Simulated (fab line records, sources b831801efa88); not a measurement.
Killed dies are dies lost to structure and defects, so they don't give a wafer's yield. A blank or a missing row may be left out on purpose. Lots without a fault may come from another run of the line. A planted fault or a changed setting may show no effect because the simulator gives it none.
Problem report in the 8D (eight disciplines) form, filled by code | flow sky130 | the parts of the form that need people (team, actions taken, sign-off) are left out

1. THE PROBLEM
VT_ADJUST_PCH_TW at SKY_VT_ADJUST_PCH_TW_MEAS_10 reads a mean of 130.1 on 6 wafers of 2 lots; wafers without a fault read 144.0 with a standard deviation of 0.71. That is -20 standard deviations from the usual mean.
First seen on wafer L770.2, day 16 12:25, on film_metro-02. The record holds 39 wafers of 13 lots with a number at this step. Rule for "out", or "out of limits": more than 4 standard deviations from the usual mean. The other wafers with a number count as sound.

2. WHAT IT IS AND WHAT IT IS NOT
question                    | is                     | is not
which readings at this step | VT_ADJUST_PCH_TW       | -
which lots                  | L770, L771             | L752, L753, L755, L757, L758, L759, L760, L761, L764, L774, L775
which wafers of those lots  | all that have a number | -
read on which gauges        | film_metro-02          | film_metro-01, film_metro-04
when                        | from day 16 12:25      | up to then (27 sound wafers); but 6 sound wafers of L774, L775 came after

3. SUSPECTS, AND WHAT RULES EACH OUT
Counting: a tool at a process step up to the reading stays a suspect if it ran every lot that is out and no sound lot after the first of them.
- the gauge at SKY_VT_ADJUST_PCH_TW_MEAS_10: ruled out. All the wafers that are out were read on film_metro-02, but those of them that SKY_VT_ADJUST_PCH_IMPLANT_08 has rows for are out there too, on other tools.
- implanter-03 at SKY_VT_ADJUST_PCH_IMPLANT_08: kept. It ran every lot that is out, first L770 (day 16 12:11), and no sound lot after that; its last sound lot up to then is L761 (day 13 05:01). Its own readings are out on those wafers: dose_ions_cm2, faraday_current_uA.
Left after counting: implanter-03 at SKY_VT_ADJUST_PCH_IMPLANT_08.

4. THE CAUSE (what the simulator had put in)
Process parameter drift: implanter-03, from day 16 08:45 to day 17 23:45, at SKY_VT_ADJUST_PCH_IMPLANT_08. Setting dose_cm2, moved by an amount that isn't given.
Counting left only this tool.

5. THE CHAIN OF EFFECTS, in route order
Each row: a reading whose mean over the struck wafers that have a number lies more than 3 standard deviations from the usual. Only readings for which the record gives a usual standard deviation are gone through. hours: the time from each lot's start at the first step in this table that gives one to its start at this step, as a median over the lots. sigmas: the change in usual standard deviations.
hours | step                         | reading            | usual     | on struck wafers | change     | sigmas
0     | SKY_VT_ADJUST_PCH_IMPLANT_08 | dose_ions_cm2      | 4.998e+11 | 3.398e+11        | -1.600e+11 | -99 or more
0     | SKY_VT_ADJUST_PCH_IMPLANT_08 | faraday_current_uA | 2.82      | 1.92             | -0.90      | -16
0     | SKY_VT_ADJUST_PCH_TW_MEAS_10 | VT_ADJUST_PCH_TW   | 144.0     | 130.1            | -13.9      | -20
The process steps in it:
- SKY_VT_ADJUST_PCH_IMPLANT_08
Later measuring or inspecting steps at which every struck wafer that the step has a row for has a number for every such reading, and none has moved that far: SKY_LDD_P_TW_MEAS_11, SKY_SD_N_RS_MEAS_16.

6. WHAT WOULD HAVE CAUGHT IT SOONER
In this record the first reading out of limits at a measuring or inspecting step was taken at day 16 12:25, 4 hours after the fault began at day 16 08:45.
The tool's own readings at SKY_VT_ADJUST_PCH_IMPLANT_08 were out on every struck wafer that the step has a row for (dose_ions_cm2, faraday_current_uA): an alarm limit on them would have fired on the first of those.
Of the lots that are out (2), L771 began SKY_VT_ADJUST_PCH_IMPLANT_08 on implanter-03 after day 16 12:25. A hold on the tool at that time would have spared it.
